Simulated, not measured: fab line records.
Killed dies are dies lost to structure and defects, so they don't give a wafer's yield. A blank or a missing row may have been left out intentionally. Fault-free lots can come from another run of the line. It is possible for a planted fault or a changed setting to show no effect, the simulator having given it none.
fab line records	flow gf180mcu	part 1 of 2: steps 1 to 42 of 43
record: lots: 6	wafers: 18	last-day: 33
route steps=602 shown VT_IMPLANT@130 MVSD@136 NWELL@137 LVPWELL@138 MVPSD@139 DUAL_GATE@141 POLY_GATE@157 PASSIVATION@602
lots with no fault: from the same line, run without faults
start-h: the number of hours between the record's first day and the start of the first shown wafer of the lot	wait-h: hours from the lot's prior step to this one	" as in the row above	L1.1+2: several wafers, shown together as one row	- value missing, or start not given	* or withheld: withheld	< > ~ a bound
route shown NAME@n: NAME is a module with steps in the file, n the number in the route of the first one	usual: mean/standard deviation taken from wafers without a fault	same: alike in all rows	chamber/n: place in a boat	sites: each site's reading	_std_site: standard deviation of those values	_edge_site: outer sites' mean less inner sites'	radius-mm: for every site, how far away it sits from the centre of the wafer	mask NAME#n: copy n	behind: the most recent tool/chamber to have shaped the wafer	hold: the reason the lot was held/the length of the hold in hours/how it ended	device: the n, p or np transistor that did not switch	end of line: tests run on the same wafers once the route is complete	where a step has no rows: the recipe by itself	killed: the dies lost at the first sort to structure and to defects; this is not the yield of the wafer	map: the dies of a wafer, with x for killed, . for not killed, _ for no die there
set.NAME: the setting the step ran with; set.NAME@STEP: the setting that earlier step ran with	model.NAME: the simulator's own value behind a step, which no gauge read
a table for each step, a row for each wafer; lots at some steps of the route
services: the hour from which a tool's chamber was out of use, counted from the record's first day as start-h (under 0 if before that day), plus the number of hours and why
== steps ==
step: GF_VT_IMPLANT_OVL_MEAS_40
usual: VT_IMPLANT_03_OVL: -1.3/1.2
lot.wafer	tool	chamber	start-h	wait-h	VT_IMPLANT_03_OVL[nm]
L674.1	overlay-02	-	188.98	0.1	-2.8
L674.4	"	-	"	"	0.0
L674.5	"	-	"	"	-2.1
L675.1	overlay-01	-	197.48	0.1	-1.6
L675.2	"	-	"	"	-2.7
L675.4	"	-	"	"	-2.6
L677.1	overlay-02	-	208.03	0.1	-2.2
L677.3	"	-	"	"	1.0
L677.5	"	-	"	"	-0.9
L680.1	overlay-01	-	230.03	0.1	-2.5
L680.2	"	-	"	"	0.8
L680.3	"	-	"	"	-0.6
L685.1	overlay-01	-	263.28	0.1	-1.9
L685.3	"	-	"	"	-3.5
L685.6	"	-	"	"	-4.0
L686.1	overlay-02	-	268.93	0.1	-2.7
L686.4	"	-	"	"	-2.4
L686.5	"	-	"	"	-1.8
step: GF_VT_IMPLANT_IMPLANT_41
recipe: species: As	energy-kev: 70	dose-cm2: 1.013e+12	tilt-deg: 7
step: GF_VT_IMPLANT_STRIP_42
recipe: chemistry: O2/N2	power-w: 1400	pressure-mtorr: 1500	platen-temp-c: 250	o2-flow-sccm: 3000	n2-flow-sccm: 300	overash-fraction: 0.5
usual: drypump-motor-current-A: 6.0/0.52	heater-power-w: 357/42	oes-product-au: 0.716/0.0043	strip-time-to-endpoint-s: 12.62/0.03
lot.wafer	tool	chamber	start-h	wait-h	drypump-motor-current-A	heater-power-w	oes-product-au	rf-hours-counter-h	strip-time-to-endpoint-s
L674.1	plasma-asher-01	1	189.16	0.1	6.6	322	0.716	55	12.61
L674.4	"	1	"	"	6.6	322	0.720	-	12.61
L674.5	"	1	"	"	6.6	323	0.711	-	12.63
L675.1	plasma-asher-02	1	197.67	0.1	6.6	306	0.716	8	12.68
L675.2	"	0	"	"	5.9	407	0.724	8	12.65
L675.4	"	0	"	"	6.0	405	0.721	-	12.65
L677.1	plasma-asher-02	1	208.22	0.1	6.6	311	0.720	9	12.62
L677.3	"	0	"	"	5.9	399	0.712	-	12.62
L677.5	"	1	"	"	6.6	303	0.711	-	12.68
L680.1	plasma-asher-01	1	230.21	0.1	6.6	327	0.712	59	12.65
L680.2	"	0	"	"	5.9	308	0.713	59	12.64
L680.3	"	0	"	"	5.9	319	0.711	-	12.61
L685.1	plasma-asher-04	0	263.46	0.1	5.9	400	0.715	63	12.57
L685.3	"	1	"	"	5.1	360	0.717	-	12.62
L685.6	"	1	"	"	5.1	368	0.715	-	12.57
L686.1	plasma-asher-02	1	269.11	0.1	6.6	307	0.714	16	12.60
L686.4	"	0	"	"	6.0	416	0.718	-	12.63
L686.5	"	1	"	"	6.6	316	0.721	-	12.65
step: GF_VT_IMPLANT_TW_MEAS_43
usual: VT_IMPLANT_4_TW: 685/9.5
lot.wafer	tool	chamber	start-h	wait-h	VT_IMPLANT_4_TW
L674.1	film-metro-01	-	189.26	0.1	674
L674.4	"	-	"	"	679
L674.5	"	-	"	"	677
L675.1	film-metro-01	-	197.77	0.1	674
L675.2	"	-	"	"	673
L675.4	"	-	"	"	675
L677.1	film-metro-01	-	208.32	0.1	672
L677.3	"	-	"	"	673
L677.5	"	-	"	"	674
L680.1	film-metro-02	-	230.31	0.1	690
L680.2	"	-	"	"	692
L680.3	"	-	"	"	690
L685.1	film-metro-01	-	263.56	0.1	678
L685.3	"	-	"	"	680
L685.6	"	-	"	"	681
L686.1	film-metro-02	-	269.21	0.1	693
L686.4	"	-	"	"	697
L686.5	"	-	"	"	696
step: GF_VT_IMPLANT_CLEAN_44
recipe: chemistry: SC1/SC2	mix: 1:4:20	temp-c: 70	time-s: 150	dry: n2-spin
step: GF_VT_IMPLANT_RTA_45
recipe: temp-c: 1050	time-s: 30	ambient: N2
usual: lamp-power-pct: 31.49/0.27	wafer_temp_C_max: 1052.8/0.78
lot.wafer	tool	chamber	start-h	wait-h	lamp-power-pct	wafer_temp_C_max
L674.1	rtp-anneal-01	0	189.38	0.0	31.26	1052.7
L674.4	"	0	"	"	31.27	1052.3
L674.5	"	0	"	"	31.32	1052.3
L675.1	rtp-anneal-01	0	197.96	0.0	31.27	1052.6
L675.2	"	0	"	"	31.28	1051.7
L675.4	"	0	"	"	31.26	1052.9
L677.1	rtp-anneal-01	0	208.43	0.0	31.25	1052.2
L677.3	"	0	"	"	31.21	1052.5
L677.5	"	0	"	"	31.26	1052.6
L680.1	rtp-anneal-01	0	230.43	0.0	31.29	1052.6
L680.2	"	0	"	"	31.25	1051.5
L680.3	"	0	"	"	31.31	1052.3
L685.1	rtp-anneal-02	0	263.67	0.0	31.83	1053.8
L685.3	"	0	"	"	31.84	1053.6
L685.6	"	0	"	"	31.77	1052.7
L686.1	rtp-anneal-01	0	269.32	0.0	31.27	1052.2
L686.4	"	0	"	"	31.24	1052.5
L686.5	"	0	"	"	31.27	1054.3
step: GF_VT_IMPLANT_RS_MEAS_46
recipe: thk-meas-gauge: four-point-probe
usual: MVSD_RS: 457.0/1.2
lot.wafer	tool	chamber	start-h	wait-h	MVSD_RS[ohm/sq]
L674.1	film-metro-02	-	189.48	0.1	456.1
L674.4	"	-	"	"	456.0
L674.5	"	-	"	"	455.9
L675.1	film-metro-04	-	198.06	0.1	456.5
L675.2	"	-	"	"	455.2
L675.4	"	-	"	"	455.7
L677.1	film-metro-04	-	208.53	0.1	455.6
L677.3	"	-	"	"	456.5
L677.5	"	-	"	"	455.3
L680.1	film-metro-04	-	230.63	0.2	455.5
L680.2	"	-	"	"	455.7
L680.3	"	-	"	"	455.6
L685.1	film-metro-01	-	263.77	0.1	458.6
L685.3	"	-	"	"	459.5
L685.6	"	-	"	"	459.8
L686.1	film-metro-01	-	269.42	0.1	456.3
L686.4	"	-	"	"	458.6
L686.5	"	-	"	"	457.4
step: GF_VT_IMPLANT_RS_MEAS_47
recipe: thk-meas-gauge: four-point-probe
usual: NWELL_RS: 488.2/1.5
lot.wafer	tool	chamber	start-h	wait-h	NWELL_RS[ohm/sq]
L674.1	film-metro-02	-	189.60	0.1	489.5
L674.4	"	-	"	"	488.2
L674.5	"	-	"	"	490.1
L675.1	film-metro-04	-	198.18	0.1	487.4
L675.2	"	-	"	"	487.0
L675.4	"	-	"	"	488.4
L677.1	film-metro-04	-	208.65	0.1	488.1
L677.3	"	-	"	"	487.9
L677.5	"	-	"	"	487.8
L680.1	film-metro-04	-	230.75	0.1	488.8
L680.2	"	-	"	"	488.6
L680.3	"	-	"	"	488.7
L685.1	film-metro-01	-	263.89	0.1	490.2
L685.3	"	-	"	"	487.7
L685.6	"	-	"	"	487.6
L686.1	film-metro-01	-	269.54	0.1	488.4
L686.4	"	-	"	"	487.6
L686.5	"	-	"	"	488.7
step: GF_VT_IMPLANT_RS_MEAS_48
recipe: thk-meas-gauge: four-point-probe
usual: LVPWELL_RS: 1198/3.6
lot.wafer	tool	chamber	start-h	wait-h	LVPWELL_RS[ohm/sq]
L674.1	film-metro-02	-	189.72	0.1	1190
L674.4	"	-	"	"	1191
L674.5	"	-	"	"	1191
L675.1	film-metro-04	-	198.30	0.1	1202
L675.2	"	-	"	"	1197
L675.4	"	-	"	"	1203
L677.1	film-metro-04	-	208.77	0.1	1200
L677.3	"	-	"	"	1198
L677.5	"	-	"	"	1199
L680.1	film-metro-04	-	230.87	0.1	1197
L680.2	"	-	"	"	1197
L680.3	"	-	"	"	1200
L685.1	film-metro-01	-	264.01	0.1	1201
L685.3	"	-	"	"	1200
L685.6	"	-	"	"	1201
L686.1	film-metro-01	-	269.66	0.1	1200
L686.4	"	-	"	"	1200
L686.5	"	-	"	"	1201
step: GF_VT_IMPLANT_RS_MEAS_49
recipe: thk-meas-gauge: four-point-probe
usual: MVPSD_RS: 1170/3.1
lot.wafer	tool	chamber	start-h	wait-h	MVPSD_RS[ohm/sq]
L674.1	film-metro-02	-	189.84	0.1	1169
L674.4	"	-	"	"	1172
L674.5	"	-	"	"	1169
L675.1	film-metro-04	-	198.42	0.1	1164
L675.2	"	-	"	"	1164
L675.4	"	-	"	"	1163
L677.1	film-metro-04	-	208.89	0.1	1169
L677.3	"	-	"	"	1170
L677.5	"	-	"	"	1166
L680.1	film-metro-04	-	230.99	0.1	1166
L680.2	"	-	"	"	1166
L680.3	"	-	"	"	1165
L685.1	film-metro-01	-	264.13	0.1	1174
L685.3	"	-	"	"	1167
L685.6	"	-	"	"	1172
L686.1	film-metro-01	-	269.78	0.1	1173
L686.4	"	-	"	"	1170
L686.5	"	-	"	"	1170
step: GF_VT_IMPLANT_WET_ETCH_50
recipe: chemistry: dHF	target-depth-nm: 20	target: SiO2	temp-c: 25	dilution: 100:1	time-s: 400
step: GF_DUAL_GATE_CLEAN_00
recipe: chemistry: SC1/SC2	mix: 1:4:20	temp-c: 70	time-s: 150
step: GF_DUAL_GATE_CLEAN_01
recipe: chemistry: dHF	time-s: 20	dilution: 100:1	dry: ipa-marangoni
lot.wafer	tool	chamber	start-h	wait-h
L674.1+4+5	wet-bench-04	1	190.14	0.0
L675.1+2+4	wet-bench-01	0	198.71	0.0
L677.1+3+5	wet-bench-02	1	209.18	0.0
L680.1+2+3	wet-bench-04	3	231.40	0.0
L685.1+3+6	wet-bench-02	1	264.44	0.0
L686.1+4+5	wet-bench-02	1	270.07	0.0
step: GF_DUAL_GATE_OXIDATION_02
recipe: temp-c: 900	ambient: O2	stabilise-s: 600	purge-s: 300	target-thk-a: 108.87	ox-time-s: 1602
step: GF_DUAL_GATE_THK_MEAS_03
recipe: reads: SiO2_of_DUAL_GATE_OXIDATION_02
usual: DUAL_GATE_OXIDATION_00_THK: 10.91/0.18
lot.wafer	tool	chamber	start-h	wait-h	DUAL_GATE_OXIDATION_00_THK[nm]
L674.1	film-metro-04	-	195.44	0.0	10.94
L674.4	"	-	"	"	10.86
L674.5	"	-	"	"	10.70
L675.1	film-metro-02	-	200.65	0.0	10.94
L675.2	"	-	"	"	11.04
L675.4	"	-	"	"	10.95
L677.1	film-metro-03	-	210.63	0.0	10.66
L677.3	"	-	"	"	10.71
L677.5	"	-	"	"	10.68
L680.1	film-metro-03	-	234.76	0.0	10.70
L680.2	"	-	"	"	10.91
L680.3	"	-	"	"	10.77
L685.1	film-metro-02	-	265.89	0.0	10.61
L685.3	"	-	"	"	10.76
L685.6	"	-	"	"	10.53
L686.1	film-metro-04	-	271.53	0.0	11.30
L686.4	"	-	"	"	11.06
L686.5	"	-	"	"	11.16
step: GF_DUAL_GATE_DEHYDRATE_04
recipe: temp-c: 200	time-s: 60
step: GF_DUAL_GATE_HMDS_05
recipe: prime-time-s: 60	prime-temp-c: 120
step: GF_DUAL_GATE_COAT_06
recipe: resist: NOVOLAK	spin-rpm: 3000	resist-thk-nm: 1000
step: GF_DUAL_GATE_SOFTBAKE_07
recipe: temp-c: 90	time-s: 60	resist: NOVOLAK
step: GF_DUAL_GATE_EXPOSE_08
recipe: mask-id: Dualgate	target-cd-nm: 700	na: 0.6	source-shape: conventional	sigma-outer: 0.6	dose-mj: 140
step: GF_DUAL_GATE_PEB_09
recipe: temp-c: withheld	time-s: *	resist: NOVOLAK
step: GF_DUAL_GATE_DEVELOP_10
recipe: develop-time-s: 60	dev-temp-c: 23
step: GF_DUAL_GATE_OVL_MEAS_11
usual: DUAL_GATE_OVL: -0.6/1.4
lot.wafer	tool	chamber	start-h	wait-h	DUAL_GATE_OVL[nm]
L674.1	overlay-02	-	212.24	0.1	-1.8
L674.4	"	-	"	"	-0.7
L674.5	"	-	"	"	-0.1
L675.1	overlay-02	-	217.53	0.1	-2.5
L675.2	"	-	"	"	-2.5
L675.4	"	-	"	"	-2.8
L677.1	overlay-01	-	227.45	0.1	-0.6
L677.3	"	-	"	"	-2.3
L677.5	"	-	"	"	-0.2
L680.1	overlay-02	-	253.69	0.1	-0.1
L680.2	"	-	"	"	-1.0
L680.3	"	-	"	"	1.1
L685.1	overlay-02	-	284.93	0.1	1.5
L685.3	"	-	"	"	-1.0
L685.6	"	-	"	"	-0.3
L686.1	overlay-01	-	291.53	0.1	0.2
L686.4	"	-	"	"	-1.1
L686.5	"	-	"	"	-1.4
step: GF_DUAL_GATE_WET_ETCH_12
recipe: chemistry: dHF	target-depth-nm: 13	dry: n2-spin	target: SiO2	temp-c: 25	dilution: 100:1	time-s: 260
step: GF_DUAL_GATE_STRIP_13
recipe: chemistry: O2/N2	power-w: 1400	pressure-mtorr: 1500	platen-temp-c: 250	o2-flow-sccm: 3000	n2-flow-sccm: 300	overash-fraction: 0.5
step: GF_DUAL_GATE_CLEAN_14
recipe: chemistry: SC1/SC2	mix: 1:4:20	temp-c: 70	time-s: 150	dry: n2-spin
step: GF_DUAL_GATE_OXIDATION_15
recipe: temp-c: 850	ambient: O2	stabilise-s: 600	purge-s: 300	target-thk-a: 70.98	ox-time-s: 1995
step: GF_POLY_GATE_CVD_00
recipe: material: poly-Si	target-thk-nm: 200	temp-c: 620	time-s: 1200	pressure-mtorr: 200
step: GF_POLY_GATE_THK_MEAS_01
recipe: reads: poly-Si_of_POLY_GATE_CVD_00
usual: POLY_GATE_CVD_00_THK: 200.2/2.2
lot.wafer	tool	chamber	start-h	wait-h	POLY_GATE_CVD_00_THK[nm]
L674.1	film-metro-01	-	218.07	0.0	197.8
L674.4	"	-	"	"	199.1
L674.5	"	-	"	"	199.1
L675.1	film-metro-04	-	225.09	0.0	201.2
L675.2	"	-	"	"	199.7
L675.4	"	-	"	"	200.3
L677.1	film-metro-01	-	233.25	0.0	201.1
L677.3	"	-	"	"	199.8
L677.5	"	-	"	"	200.1
L680.1	film-metro-01	-	257.04	0.0	197.8
L680.2	"	-	"	"	198.0
L680.3	"	-	"	"	196.0
L685.1	film-metro-01	-	288.08	0.0	199.7
L685.3	"	-	"	"	199.1
L685.6	"	-	"	"	199.3
L686.1	film-metro-04	-	294.79	0.0	202.6
L686.4	"	-	"	"	201.8
L686.5	"	-	"	"	201.7
step: GF_POLY_GATE_DEHYDRATE_02
recipe: temp-c: 200	time-s: 60
step: GF_POLY_GATE_HMDS_03
recipe: prime-time-s: 60	prime-temp-c: 120
step: GF_POLY_GATE_COAT_04
recipe: resist: BARC	temp-c: withheld	time-s: withheld	spin-rpm: withheld	resist-thk-nm: withheld
step: GF_POLY_GATE_COAT_05
recipe: resist: KrF	spin-rpm: withheld	resist-thk-nm: 700
step: GF_POLY_GATE_SOFTBAKE_06
recipe: temp-c: 130	time-s: 60	resist: KrF
step: GF_POLY_GATE_EXPOSE_07
recipe: mask-id: Poly2	target-cd-nm: 280	na: 0.68	source-shape: conventional	sigma-outer: 0.6	dose-mj: 28
step: GF_POLY_GATE_PEB_08
recipe: peb-temp-c: 135	peb-time-s: 90	resist: KrF
step: GF_POLY_GATE_DEVELOP_09
recipe: develop-time-s: 60	resist: KrF	dev-temp-c: 21
step: GF_POLY_GATE_CD_MEAS_10
recipe: target-cd-nm: 280
usual: cd-nm: 279.6/1.2
lot.wafer	tool	chamber	start-h	wait-h	cd-nm
L674.1	cd-sem-02	-	235.03	0.1	280.7
L674.4	"	-	"	"	280.2
L674.5	"	-	"	"	279.9
L675.1	cd-sem-02	-	242.28	0.1	282.0
L675.2	"	-	"	"	282.6
L675.4	"	-	"	"	281.5
L677.1	cd-sem-01	-	251.09	0.1	278.7
L677.3	"	-	"	"	278.6
L677.5	"	-	"	"	278.7
L680.1	cd-sem-01	-	276.24	0.1	279.5
L680.2	"	-	"	"	279.6
L680.3	"	-	"	"	278.8
L685.1	cd-sem-01	-	307.68	0.1	279.4
L685.3	"	-	"	"	279.5
L685.6	"	-	"	"	281.2
L686.1	cd-sem-01	-	314.89	0.1	278.7
L686.4	"	-	"	"	279.3
L686.5	"	-	"	"	279.6
step: GF_POLY_GATE_OVL_MEAS_11
usual: POLY_GATE_OVL: 0/4.6
lot.wafer	tool	chamber	start-h	wait-h	POLY_GATE_OVL[nm]
L674.1	overlay-01	-	235.15	0.1	-6
L674.4	"	-	"	"	-6
L674.5	"	-	"	"	1
L675.1	overlay-02	-	242.40	0.1	9
L675.2	"	-	"	"	-1
L675.4	"	-	"	"	8
L677.1	overlay-01	-	251.21	0.1	3
L677.3	"	-	"	"	13
L677.5	"	-	"	"	7
L680.1	overlay-01	-	276.36	0.1	2
L680.2	"	-	"	"	5
L680.3	"	-	"	"	-2
L685.1	overlay-01	-	307.80	0.1	8
L685.3	"	-	"	"	4
L685.6	"	-	"	"	6
L686.1	overlay-01	-	315.01	0.1	0
L686.4	"	-	"	"	2
L686.5	"	-	"	"	-4
step: GF_POLY_GATE_ETCH_12
recipe: chemistry: N2/H2	target-depth-a: withheld	overetch-a: withheld	time-s: withheld	target: BARC	ion-energy-ev: 200	source-w: 500	bias-w: 100	pressure-mtorr: 30	n2-flow-sccm: 100	h2-flow-sccm: 200
usual: drypump-motor-current-A: 5.8/0.31	h2-flow-sccm: 200.1/0.64	oes-product-au: 0.736/0.0048	throttle-valve-pct: 13.213/0.0093
lot.wafer	tool	chamber	start-h	wait-h	drypump-motor-current-A	h2-flow-sccm	oes-product-au	throttle-valve-pct
L674.1	rie-diel-03	3	235.19	0.0	5.4	200.3	0.738	13.205
L674.4	"	1	"	"	6.2	199.6	0.733	13.206
L674.5	"	2	"	"	5.7	200.2	0.735	13.229
L675.1	rie-diel-03	0	242.43	0.0	5.4	200.2	0.736	13.216
L675.2	"	2	"	"	5.7	200.2	0.732	13.208
L675.4	"	1	"	"	6.2	200.5	0.738	13.216
L677.1	rie-diel-03	3	251.25	0.0	5.4	199.2	0.735	13.202
L677.3	"	1	"	"	6.2	200.2	0.745	13.204
L677.5	"	1	"	"	6.2	200.1	0.740	13.227
L680.1	rie-diel-04	2	276.40	0.0	5.5	199.9	0.745	13.218
L680.2	"	1	"	"	6.1	200.4	0.741	13.206
L680.3	"	0	"	"	6.1	200.5	0.732	13.201
L685.1	rie-diel-04	3	307.83	0.0	5.7	199.9	0.732	13.223
L685.3	"	0	"	"	6.1	201.3	0.743	13.220
L685.6	"	0	"	"	6.1	199.9	0.750	13.213
L686.1	rie-diel-03	2	315.05	0.0	5.7	201.2	0.734	13.204
L686.4	"	3	"	"	5.4	199.3	0.743	13.213
L686.5	"	2	"	"	5.7	199.8	0.743	13.209
step: GF_POLY_GATE_ETCH_13
recipe: target: poly-Si	target-depth-nm: 198.5	stop-on: SiO2	over-etch-frac: 0.403	chemistry: HBr/Cl2	icp-w: 400	bias-w: 100	pressure-mtorr: 10	HBr_flow_sccm: 150	Cl2_flow_sccm: 50	time-s: 69.6
usual: drypump-motor-current-A: 5.6/0.57	he-backside-leak-sccm: 2.8/0.3	oes-product-au: 0.991/0.0085	throttle-valve-pct: 33.686/0.0085
lot.wafer	tool	chamber	start-h	wait-h	drypump-motor-current-A	he-backside-leak-sccm	oes-product-au	rf-hours-counter-h	throttle-valve-pct
L674.1	rie-si-01	3	235.24	-	6.3	3.0	0.972	79	33.686
L674.4	"	1	"	"	4.9	2.6	0.990	5	33.678
L674.5	"	0	"	"	5.3	2.4	0.997	-	33.684
L675.1	rie-si-01	3	242.48	-	6.2	3.2	0.977	79	33.678
L675.2	"	1	"	"	4.9	2.6	0.996	5	33.683
L675.4	"	2	"	"	5.8	2.9	0.996	72	33.693
L677.1	rie-si-01	0	251.30	-	5.2	2.5	0.993	3	33.703
L677.3	"	3	"	"	6.3	3.2	0.978	79	33.688
L677.5	"	3	"	"	6.3	3.2	0.988	-	33.672
L680.1	rie-si-01	0	276.45	-	5.2	2.5	0.980	3	33.680
L680.2	"	2	"	"	5.8	2.9	0.996	72	33.689
L680.3	"	3	"	"	6.3	3.1	0.981	80	33.678
L685.1	rie-si-02	2	307.88	-	6.5	2.8	0.982	70	33.688
L685.3	"	0	"	"	5.7	2.5	0.988	10	33.691
L685.6	"	2	"	"	6.5	2.9	0.984	-	33.701
L686.1	rie-si-01	2	315.10	-	5.8	3.2	1.003	73	33.682
L686.4	"	1	"	"	4.9	2.6	0.992	6	33.681
L686.5	"	0	"	"	5.2	2.6	0.992	-	33.691
step: GF_POLY_GATE_STRIP_14
recipe: chemistry: O2/N2	power-w: 1400	pressure-mtorr: 1500	platen-temp-c: 250	o2-flow-sccm: 3000	n2-flow-sccm: 300	overash-fraction: 0.5
usual: drypump-motor-current-A: 5.9/0.57	heater-power-w: 331/36	oes-product-au: 0.504/0.0047
lot.wafer	tool	chamber	start-h	wait-h	drypump-motor-current-A	heater-power-w	oes-product-au	rf-hours-counter-h
L674.1	plasma-asher-02	0	235.29	0.0	5.9	416	0.511	12
L674.4	"	0	"	"	6.0	424	0.510	-
L674.5	"	1	"	"	6.6	301	0.497	-
L675.1	plasma-asher-01	1	242.54	0.0	6.6	325	0.505	61
L675.2	"	0	"	"	5.9	303	0.497	61
L675.4	"	1	"	"	6.6	326	0.503	-
L677.1	plasma-asher-02	1	251.35	0.0	6.6	306	0.493	14
L677.3	"	0	"	"	6.0	407	0.511	-
L677.5	"	0	"	"	5.9	411	0.511	-
L680.1	plasma-asher-03	1	276.50	0.0	5.9	318	0.508	45
L680.2	"	0	"	"	5.0	323	0.507	45
L680.3	"	0	"	"	4.9	317	0.506	-
L685.1	plasma-asher-03	1	307.94	0.0	5.9	325	0.503	48
L685.3	"	1	"	"	5.9	324	0.505	-
L685.6	"	1	"	"	5.9	318	0.508	-
L686.1	plasma-asher-01	0	315.15	0.0	5.9	304	0.498	69
L686.4	"	1	"	"	6.6	324	0.507	-
L686.5	"	1	"	"	6.6	328	0.504	-
